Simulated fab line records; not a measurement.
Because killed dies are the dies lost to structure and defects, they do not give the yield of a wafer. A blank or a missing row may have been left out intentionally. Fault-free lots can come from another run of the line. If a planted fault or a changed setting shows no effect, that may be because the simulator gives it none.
Which tool was responsible? / flow sky130 / 42 wafers from 14 lots sampled at 4 of the route's 708 steps

== WHAT THE GAUGES SHOWED, per wafer ==
SKY_PWDE_OVL_MEAS_07.
lot=L392; measured=day 3 23:14; on=overlay-01; PWDE_OVL (nm)=-0.6 0.7 -0.7
lot=L393; measured=day 4 00:29; on=overlay-02; PWDE_OVL (nm)=0.4 -1.6 0.0
lot=L394; measured=day 4 09:24; on=overlay-02; PWDE_OVL (nm)=-0.3 0.5 0.5
lot=L395; measured=day 4 15:26; on=overlay-01; PWDE_OVL (nm)=-0.7 -1.2 -1.5
lot=L396; measured=day 4 19:44; on=overlay-02; PWDE_OVL (nm)=-0.4 0.3 -0.1
lot=L397; measured=day 4 22:02; on=overlay-01; PWDE_OVL (nm)=-0.9 -0.2 0.4
lot=L398; measured=day 5 05:27; on=overlay-01; PWDE_OVL (nm)=-1.8 -0.4 1.0
lot=L402; measured=day 6 04:44; on=overlay-01; PWDE_OVL (nm)=-1.4 -0.4 -0.6
lot=L406; measured=day 7 01:33; on=overlay-01; PWDE_OVL (nm)=-1.0 -1.6 -1.9
lot=L408; measured=day 7 16:54; on=overlay-01; PWDE_OVL (nm)=1.9 1.3 -0.4
lot=L409; measured=day 7 23:33; on=overlay-01; PWDE_OVL (nm)=-0.8 0.0 -0.1
lot=L410; measured=day 8 01:53; on=overlay-01; PWDE_OVL (nm)=3.1 2.9 -0.4
lot=L413; measured=day 8 15:44; on=overlay-02; PWDE_OVL (nm)=-5.0 -1.5 -2.3
lot=L414; measured=day 8 22:08; on=overlay-02; PWDE_OVL (nm)=1.0 -1.0 1.6

SKY_VT_ADJUST_HVTR_OVL_MEAS_08.
lot=L392; measured=day 9 14:37; on=overlay-01; VT_ADJUST_HVTR_OVL (nm)=-2.3 -2.8 -0.6
lot=L393; measured=day 9 16:54; on=overlay-01; VT_ADJUST_HVTR_OVL (nm)=0.7 0.8 2.4
lot=L394; measured=day 10 04:19; on=overlay-01; VT_ADJUST_HVTR_OVL (nm)=0.0 -1.5 0.1
lot=L395; measured=day 10 10:55; on=overlay-02; VT_ADJUST_HVTR_OVL (nm)=-1.1 0.4 0.8
lot=L396; measured=day 10 18:07; on=overlay-02; VT_ADJUST_HVTR_OVL (nm)=-1.4 -0.1 -0.2
lot=L397; measured=day 10 19:04; on=overlay-02; VT_ADJUST_HVTR_OVL (nm)=-1.6 -2.0 -1.4
lot=L398; measured=day 11 04:25; on=overlay-01; VT_ADJUST_HVTR_OVL (nm)=0.6 -2.3 -3.4
lot=L402; measured=day 12 11:48; on=overlay-01; VT_ADJUST_HVTR_OVL (nm)=3.2 1.4 2.1
lot=L406; measured=day 13 13:31; on=overlay-01; VT_ADJUST_HVTR_OVL (nm)=1.8 1.6 1.2
lot=L408; measured=day 14 10:31; on=overlay-01; VT_ADJUST_HVTR_OVL (nm)=-1.4 -0.8 -0.9
lot=L409; measured=day 14 18:55; on=overlay-02; VT_ADJUST_HVTR_OVL (nm)=1.6 0.6 0.6
lot=L410; measured=day 14 21:51; on=overlay-01; VT_ADJUST_HVTR_OVL (nm)=-0.3 -1.9 -0.4
lot=L413; measured=day 15 15:57; on=overlay-01; VT_ADJUST_HVTR_OVL (nm)=0.2 -0.2 0.8
lot=L414; measured=day 16 00:19; on=overlay-02; VT_ADJUST_HVTR_OVL (nm)=0.2 -1.4 -1.3

SKY_POLY_GATE_THK_MEAS_04.
lot=L392; measured=day 15 05:04; on=film_metro-03; POLY_GATE_CVD_03_THK (nm)=73.5 74.3 75.1
lot=L393; measured=day 15 14:20; on=film_metro-02; POLY_GATE_CVD_03_THK (nm)=74.8 75.1 75.0
lot=L394; measured=day 16 01:47; on=film_metro-04; POLY_GATE_CVD_03_THK (nm)=75.2 75.0 74.6
lot=L395; measured=day 16 20:31; on=film_metro-03; POLY_GATE_CVD_03_THK (nm)=76.0 75.5 75.4
lot=L396; measured=day 16 20:31; on=film_metro-04; POLY_GATE_CVD_03_THK (nm)=75.0 75.4 75.7
lot=L397; measured=day 16 20:31; on=film_metro-02; POLY_GATE_CVD_03_THK (nm)=75.1 75.6 74.9
lot=L398; measured=day 17 04:41; on=film_metro-03; POLY_GATE_CVD_03_THK (nm)=75.6 76.3 75.9
lot=L402; measured=day 18 18:32; on=film_metro-02; POLY_GATE_CVD_03_THK (nm)=74.9 73.9 74.0
lot=L406; measured=day 20 04:40; on=film_metro-04; POLY_GATE_CVD_03_THK (nm)=75.0 75.8 76.1
lot=L408; measured=day 21 03:39; on=film_metro-02; POLY_GATE_CVD_03_THK (nm)=73.0 73.1 72.9
lot=L409; measured=day 21 16:17; on=film_metro-02; POLY_GATE_CVD_03_THK (nm)=73.8 73.6 73.3
lot=L410; measured=day 21 16:17; on=film_metro-03; POLY_GATE_CVD_03_THK (nm)=72.9 72.9 73.0
lot=L413; measured=day 22 08:53; on=film_metro-02; POLY_GATE_CVD_03_THK (nm)=75.0 75.1 75.2
lot=L414; measured=day 22 18:58; on=film_metro-03; POLY_GATE_CVD_03_THK (nm)=73.7 73.9 74.4

== WHICH TOOL RAN EACH LOT (tool, then ch and the chambers of the sampled wafers, then the start) ==
lot=L392; SKY_SONOS_TUNNEL_SOFTBAKE_03=litho_track-04 ch 0, day 10 23:47
lot=L393; SKY_SONOS_TUNNEL_SOFTBAKE_03=litho_track-04 ch 0, day 11 03:33
lot=L394; SKY_SONOS_TUNNEL_SOFTBAKE_03=litho_track-03 ch 0, day 11 12:52
lot=L395; SKY_SONOS_TUNNEL_SOFTBAKE_03=litho_track-04 ch 0, day 11 21:23
lot=L396; SKY_SONOS_TUNNEL_SOFTBAKE_03=litho_track-04 ch 0, day 12 05:26
lot=L397; SKY_SONOS_TUNNEL_SOFTBAKE_03=litho_track-03 ch 0, day 12 06:58
lot=L398; SKY_SONOS_TUNNEL_SOFTBAKE_03=litho_track-02 ch 0, day 12 15:50
lot=L402; SKY_SONOS_TUNNEL_SOFTBAKE_03=litho_track-03 ch 0, day 14 02:07
lot=L406; SKY_SONOS_TUNNEL_SOFTBAKE_03=litho_track-03 ch 0, day 15 06:05
lot=L408; SKY_SONOS_TUNNEL_SOFTBAKE_03=litho_track-03 ch 0, day 16 02:13
lot=L409; SKY_SONOS_TUNNEL_SOFTBAKE_03=litho_track-02 ch 0, day 16 12:22
lot=L410; SKY_SONOS_TUNNEL_SOFTBAKE_03=litho_track-04 ch 0, day 16 14:24
lot=L413; SKY_SONOS_TUNNEL_SOFTBAKE_03=litho_track-04 ch 0, day 17 09:23
lot=L414; SKY_SONOS_TUNNEL_SOFTBAKE_03=litho_track-04 ch 0, day 17 19:56
- SKY_SONOS_TUNNEL_SOFTBAKE_03: time 60 s.

== AS READ BY THE TOOLS THEMSELVES (means over the sampled wafers that have a number; for cases with no such wafer, the mark the record gives instead) ==
SKY_SONOS_TUNNEL_SOFTBAKE_03.
lot=L392; tool=litho_track-04; heater_power_total_W (W)=56.62; plate_temp_C (C)=90.15
lot=L393; tool=litho_track-04; heater_power_total_W (W)=56.58; plate_temp_C (C)=90.01
lot=L394; tool=litho_track-03; heater_power_total_W (W)=56.62; plate_temp_C (C)=90.02
lot=L395; tool=litho_track-04; heater_power_total_W (W)=56.59; plate_temp_C (C)=89.94
lot=L396; tool=litho_track-04; heater_power_total_W (W)=56.59; plate_temp_C (C)=90.06
lot=L397; tool=litho_track-03; heater_power_total_W (W)=56.55; plate_temp_C (C)=90.02
lot=L398; tool=litho_track-02; heater_power_total_W (W)=56.63; plate_temp_C (C)=90.18
lot=L402; tool=litho_track-03; heater_power_total_W (W)=56.62; plate_temp_C (C)=89.96
lot=L406; tool=litho_track-03; heater_power_total_W (W)=55.72; plate_temp_C (C)=89.15
lot=L408; tool=litho_track-03; heater_power_total_W (W)=55.69; plate_temp_C (C)=89.03
lot=L409; tool=litho_track-02; heater_power_total_W (W)=56.58; plate_temp_C (C)=90.13
lot=L410; tool=litho_track-04; heater_power_total_W (W)=56.55; plate_temp_C (C)=90.13
lot=L413; tool=litho_track-04; heater_power_total_W (W)=56.61; plate_temp_C (C)=90.16
lot=L414; tool=litho_track-04; heater_power_total_W (W)=56.63; plate_temp_C (C)=89.91

== THE ANSWER, worked out from the rows above alone ==
Rule: what is usual is taken from the lots themselves. Put in order of their means at a reading, lots are off if they are a third of the lots or fewer, leave a main group of 4 or more, and stand apart from it by a gap of 3 or more times the standard deviation of the main group's means; of several such gaps the widest counts. A main group whose means are all the same, to the digits that the tables above print for the reading, isn't used. A lot without any number at a reading at which 4 lots or more have one is off too. Any other lot the step has rows for is counted as sound. Order of review: gauges by route order, followed by the tools' own readings, for which a lot's mean as printed above is used. At the first step where some lot is off, the reading lying furthest off is the one used; lots without a number count as furthest.
Off: L406, L408 (SKY_SONOS_TUNNEL_SOFTBAKE_03, heater_power_total_W). For the main group the mean is 56.60 W and the standard deviation 0.027.
If a tool, at that step or one of the process steps before it, ran each lot that is off and ran no sound lot following the first of them, it fits. One fits: litho_track-03 at SKY_SONOS_TUNNEL_SOFTBAKE_03. Its last sound lot is L402 (day 14 02:07), its first lot that is off L406 (day 15 06:05): a fault that began between those two fits.
The tool's own readings at SKY_SONOS_TUNNEL_SOFTBAKE_03 bear it out: on the lots that are off they differ by more than 5 times the standard deviation of the sound lots' means. heater_power_total_W reads 55.70 W there against 56.60 W on the sound lots; plate_temp_C reads 89.09 C there against 90.06 C on the sound lots.

== WHAT WAS PUT IN BY THE SIMULATOR ==
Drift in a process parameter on litho_track-03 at SKY_SONOS_TUNNEL_SOFTBAKE_03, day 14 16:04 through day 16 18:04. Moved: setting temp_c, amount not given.
Struck lots among those shown: L406, L408. The rule above found the same.
